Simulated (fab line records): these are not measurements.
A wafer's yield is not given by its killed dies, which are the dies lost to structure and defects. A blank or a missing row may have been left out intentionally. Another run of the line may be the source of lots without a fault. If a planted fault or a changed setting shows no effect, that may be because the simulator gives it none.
2 desks, one fault	flow gf180mcu	every desk sees just its own numbers, and what lay behind them comes last

== AT THE TOOL OWNER'S DESK: lpcvd-02 ==
The tool's own readings at GF_STI_CVD_03 (deposits Si3N4 from DCS/NH3, target thk 207.16 nm, time 3551 s): means of the sampled wafers that have a number, for each lot that ran on this tool. A lot is out of limits, marked OUT, if its mean lies more than 4 standard deviations from the usual mean; the brackets give that distance.
Columns: A = spike tc centre C at GF_STI_CVD_03, usual 771.0 C; B = susceptor temp C at GF_STI_CVD_03, usual 770.1 C; C = zone power centre pct at GF_STI_CVD_03, usual 13.6 %; D = zone power upper pct at GF_STI_CVD_03, usual 13.5 %
lot	first seen here	A	B	C	D
L844	day 1 16:34	770.1	769.7	14.1	13.3
L849	day 2 17:51	771.4	770.7	14.1	13.3
L855	day 3 23:34	770.3	770.1	12.5	13.4
L861	day 5 05:34	790.6 (+18) OUT	769.7	19.2 (+7.3) OUT	10.6 (-4.2) OUT
L862	day 5 11:11	791.3 (+18) OUT	770.1	19.4 (+7.5) OUT	10.5 (-4.3) OUT
Finding of this desk: L861, L862 out of limits; the first was L861 at day 5 05:34, on spike tc centre C at GF_STI_CVD_03. L844, L849, L855: within limits.

== AT THE METROLOGY DESK ==
Lot by lot, what the gauges showed, no matter which tool ran the lot: averages of those sampled wafers that carry a number. A lot is out of limits, marked OUT, if its mean lies more than 4 standard deviations from the usual mean; the brackets give that distance.
Columns: A = STI_CVD_03_THK at GF_STI_THK_MEAS_04, usual 206.8 nm; B = HV_LDD_CVD_54_THK at GF_HV_LDD_THK_MEAS_55, usual 9.94 nm
lot	first seen here	A	B
L844	day 1 18:34	207.9	9.95
L845	day 1 23:34	211.8	10.04
L846	day 2 04:35	208.6	9.87
L849	day 2 19:50	204.6	9.95
L855	day 4 01:35	207.6	10.14
L857	day 4 13:26	206.8	9.96
L861	day 5 07:35	242.6 (+19) OUT	10.16
L862	day 5 13:11	225.5 (+9.9) OUT	10.15
L864	day 5 23:11	209.2	10.15
L865	day 6 04:44	205.9	9.86
L866	day 6 09:13	206.1	9.90
This desk reports L861, L862 out of limits; the earliest was L861 at day 5 07:35 (STI_CVD_03_THK at GF_STI_THK_MEAS_04). L844, L845, L846, L849, L855, L857, L864, L865, L866: within limits.

== PUT TOGETHER ==
At day 5 05:34, on L861, L862, the tool owner's desk was in a position to raise an alarm.
The metrology desk could have raised an alarm at day 5 07:35, on L861, L862.
GF_STI_CVD_03 was run on lpcvd-02 by each of the lots named.

== WHAT THE SIMULATOR HAD INSERTED ==
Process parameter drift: lpcvd-02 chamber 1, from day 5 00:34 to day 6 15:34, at GF_STI_CVD_03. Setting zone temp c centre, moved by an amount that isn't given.
Struck lots among those shown: L861, L862.
Counting hours from when the fault started, the first reading out of limits came at 5 for the tool owner's desk and at 7 for the metrology desk.
